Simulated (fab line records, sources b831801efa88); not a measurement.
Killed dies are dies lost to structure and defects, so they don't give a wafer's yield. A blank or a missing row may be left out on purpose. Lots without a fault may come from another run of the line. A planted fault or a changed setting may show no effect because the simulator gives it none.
Split-lot experiment | flow sfq_line | 5 lots, 23 wafers read, on a route of 325 steps

THE SPLIT
At SFQ_TRILAYER_M4_DEP_SPUTTER_091 (material Nb, target thk 200 nm, time 133.3 s), the setting power_w was moved away from the recipe's 2000 W on 11 of the 23 wafers read, by -11.8% to +11.9%. The other wafers ran this setting at the recipe's value.

FROM THE SPLIT TO THE READING: what the file shows between them, 1 step
- SFQ_M4_RS_MEAS_924: measures by four-point-probe

THE READING
oes_product_au, in a.u., at SFQ_TRILAYER_M4_ETCH_METAL_ETCH_096 (etches Nb in Cl2/Ar, stops on SiO2, target depth 240 nm, time 120 s). Fault-free wafers of this fab line usually give 0.892 a.u., standard deviation 0.0073 a.u..

wafer  | tool, chamber at the split | power_w as run, W | against the recipe | oes_product_au, a.u. | against lot-mates on the recipe
L078.1 | pvd_sputter-06, -          | 2209              | +10.5%             | 0.953                | +0.058
L078.2 | pvd_sputter-06, -          | 2209              | +10.5%             | 0.945                | +0.050
L078.3 | pvd_sputter-06, -          | 2209              | +10.5%             | 0.955                | +0.060
L078.4 | pvd_sputter-06, -          | 2000              | recipe             | 0.898                | -
L078.5 | pvd_sputter-06, -          | 2000              | recipe             | 0.891                | -
L079.2 | pvd_sputter-06, -          | 2238              | +11.9%             | 0.947                | +0.057
L079.3 | pvd_sputter-06, -          | 2000              | recipe             | 0.889                | -
L079.4 | pvd_sputter-06, -          | 2238              | +11.9%             | 0.953                | +0.064
L079.5 | pvd_sputter-06, -          | 2000              | recipe             | 0.890                | -
L079.6 | pvd_sputter-06, -          | 2238              | +11.9%             | 0.943                | +0.053
L080.2 | pvd_sputter-04, -          | 2000              | recipe             | 0.873                | -
L080.3 | pvd_sputter-04, -          | 2000              | recipe             | 0.896                | -
L080.4 | pvd_sputter-04, -          | 1764              | -11.8%             | 0.822                | -0.063
L080.5 | pvd_sputter-04, -          | 1764              | -11.8%             | 0.836                | -0.049
L080.6 | pvd_sputter-04, -          | 1764              | -11.8%             | 0.837                | -0.048
L084.1 | pvd_sputter-05, -          | 2000              | recipe             | 0.893                | -
L084.2 | pvd_sputter-05, -          | 2000              | recipe             | 0.897                | -
L084.3 | pvd_sputter-05, -          | 2000              | recipe             | 0.889                | -
L085.1 | pvd_sputter-04, -          | 2000              | recipe             | 0.902                | -
L085.3 | pvd_sputter-04, -          | 2000              | recipe             | 0.899                | -
L085.4 | pvd_sputter-04, -          | 1787              | -10.7%             | 0.846                | -0.054
L085.5 | pvd_sputter-04, -          | 1787              | -10.7%             | 0.844                | -0.056
L085.6 | pvd_sputter-04, -          | 2000              | recipe             | 0.900                | -

THE FIT
A straight line over all 23 wafers: oes_product_au changes by +0.00498 a.u. for each +1% of power_w; r = +0.98; the points scatter about the line by 0.0074 a.u..
The same after taking each lot's own level away (the mean of its wafers on the recipe; 23 wafers): +0.00493 a.u. for each +1%; r = +0.99; scatter 0.0059 a.u..
On that fit, the largest move of power_w shifts the reading by 0.059 a.u..
The lots' own levels span 0.8845 to 0.9003 a.u., that is 2.2 times the standard deviation above.
So the lot-to-lot level changes the slope little: the two slopes agree.
Check: with one of the wafers moved furthest among these (+11.9%) left out of the fit, the line predicts +0.06 a.u. for it against its lot-mates. It came out at +0.0575 a.u. against them.

OTHER SPLITS ON THESE WAFERS
These wafers also went through other splits before the reading. Each is held against what the fit with the lots' levels taken away leaves over:
other split on the same wafers                      | wafers away from the commonest value | r with oes_product_au (lot level and that fit taken away)
SFQ_TRILAYER_I2_CMP_CMP_064 leave_above_ref_nm      | 11                                   | +0.01
SFQ_TRILAYER_I2_VIA_LITHO_COAT_072 spin_rpm         | 6                                    | +0.12
SFQ_TRILAYER_I2_VIA_LITHO_EXPOSE_068 dose_mj        | 5                                    | -0.44
SFQ_TRILAYER_I3_DEP_PECVD_081 time_s                | 5                                    | +0.01
SFQ_TRILAYER_I3_VIA_LITHO_COAT_090 spin_rpm         | 5                                    | +0.06
SFQ_TRILAYER_I3_VIA_BARC_OPEN_VIA_ETCH_121 source_w | 8                                    | +0.38

THE WHOLE CHAIN: every reading that the file lists as answering this split, in the file's order
step                                | what it does                                                        | reading                                                                                   | change (the file's fit)                   | r (the file's)
SFQ_TRILAYER_M4_DEP_SPUTTER_091     | material Nb, target thk 200 nm, time 133.3 s                        | Nb_of_TRILAYER_M4_DEP_SPUTTER_091.thk_nm (the simulator's own value, which no gauge read) | +1.89 nm for each +1% of the setting      | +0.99
SFQ_M4_RS_MEAS_924                  | measures by four-point-probe                                        | M4_NB_RS                                                                                  | -0.00867 for each +1% of the setting      | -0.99
SFQ_TRILAYER_M4_ETCH_METAL_ETCH_096 | etches Nb in Cl2/Ar, stops on SiO2, target depth 240 nm, time 120 s | oes_product_au                                                                            | +0.00496 a.u. for each +1% of the setting | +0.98

THE FILE'S OWN FIT
oes_product_au changes by +0.00496 a.u. for each +1% of power_w, r = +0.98.
